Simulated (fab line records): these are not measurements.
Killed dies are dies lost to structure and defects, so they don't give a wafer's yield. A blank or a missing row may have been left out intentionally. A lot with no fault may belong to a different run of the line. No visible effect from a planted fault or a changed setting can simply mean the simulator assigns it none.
8D (eight disciplines) problem report, filled in by code | flow gf180mcu | the parts of the form that need people (team, actions taken, sign-off) are left out

## 1. WHAT WENT WRONG
V5_W_RS at GF_V5_RS_MEAS_24 reads a mean of 0.504 ohm/sq on 3 wafers of 2 lots; wafers without a fault read 0.329 ohm/sq with a standard deviation of 0.0039. That is +45 standard deviations from the usual mean.
The step: measures by four-point-probe.
Earliest sighting: wafer L337.2 on filmMetro-02 at day 30 01:59. Wafers with a number at this step in the record: 30, from 10 lots. Rule for "out" (also "out of limits"): further than 4 standard deviations from the usual mean. The rest of the wafers with a number are treated as sound.

## 2. WHAT IT IS, WHAT IT ISN'T
question                    | is                         | is not
which readings at this step | V5_W_RS                    | -
which lots                  | L337, L338                 | L329, L331, L332, L333, L347, L348, L349, L351
which wafers of those lots  | L337.2, L338.2, L338.6     | L337.4, L337.6, L338.4
read on which gauges        | filmMetro-02, filmMetro-03 | filmMetro-04
when                        | from day 30 01:59          | up to then (14 sound wafers); but 13 sound wafers of L338, L347, L348, L349, L351 came after

## 3. WHAT RULES OUT EACH SUSPECT
Counting: any tool at a process step up to the reading remains a suspect provided it ran every lot that is out. Sound lots after the first of them don't rule it out here, since some wafers of a struck lot are sound.
- ruled out: the gauge at GF_V5_RS_MEAS_24. The wafers that are out were read on 2 gauges (filmMetro-02, filmMetro-03).
- cvdW-01 at GF_V5_CVD_23 (deposits W, target thk 350 nm, time 104.9 s): kept. Every lot that is out went through it, the first being L337 (day 30 01:51); the last sound lot it ran before that was L332 (day 28 06:21). Out on those wafers are its own readings of chamberPressureTorr.
- The sound lot-mates ran in chamber 1 of cvdW-01 at GF_V5_CVD_23, but the wafers that are out ran in chamber 0.
Remaining after the count: cvdW-01 at GF_V5_CVD_23.

## 4. THE CAUSE (what the simulator had put in)
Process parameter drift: cvdW-01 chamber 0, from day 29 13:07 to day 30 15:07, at GF_V5_CVD_23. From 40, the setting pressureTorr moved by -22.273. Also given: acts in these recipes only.
Only this tool survived the counting.

## 5. SEQUENCE OF EFFECTS, ordered by route
One row per reading whose mean, taken over the struck wafers that have a number, lies over 3 standard deviations from the usual. Scope: only readings with a usual standard deviation given in the record; hours: median across lots of the time from each lot's start at the first step in this table that gives one to its start at this step; sigmas: change in usual standard deviations.
hours | step              | reading             | usual        | on struck wafers | change | sigmas
0     | GF_V5_CVD_23      | chamberPressureTorr | 40.00 Torr   | 17.69            | -22.31 | -99 or more
0     | GF_V5_RS_MEAS_24  | V5_W_RS             | 0.329 ohm/sq | 0.504            | +0.175 | +45
5     | GF_V5_THK_MEAS_25 | V5_W_THK            | 357 nm       | 235              | -122   | -18
12    | GF_V5_CMP_26      | timeToEndpointS     | 86 s         | 56               | -30    | -5.6
The process steps in it:
- GF_V5_CVD_23: deposits W, target thk 350 nm, time 104.9 s.
- GF_V5_CMP_26: polishes, stops on SiO2, t overpolish 13.53 s, target thk 0 nm.

## 6. HOW IT WOULD HAVE BEEN CAUGHT EARLIER
In this record the first reading out of limits at a measuring or inspecting step was taken at day 30 01:59, 13 hours after the fault began at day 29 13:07.
Tool's own readings at GF_V5_CVD_23, chamberPressureTorr: out on all struck wafers the step has rows for; an alarm limit on them would have tripped on the first.
Lots out: 2; of these, L338 started GF_V5_CVD_23 on cvdW-01 after day 30 01:59. A hold on the tool at that time would have spared it.
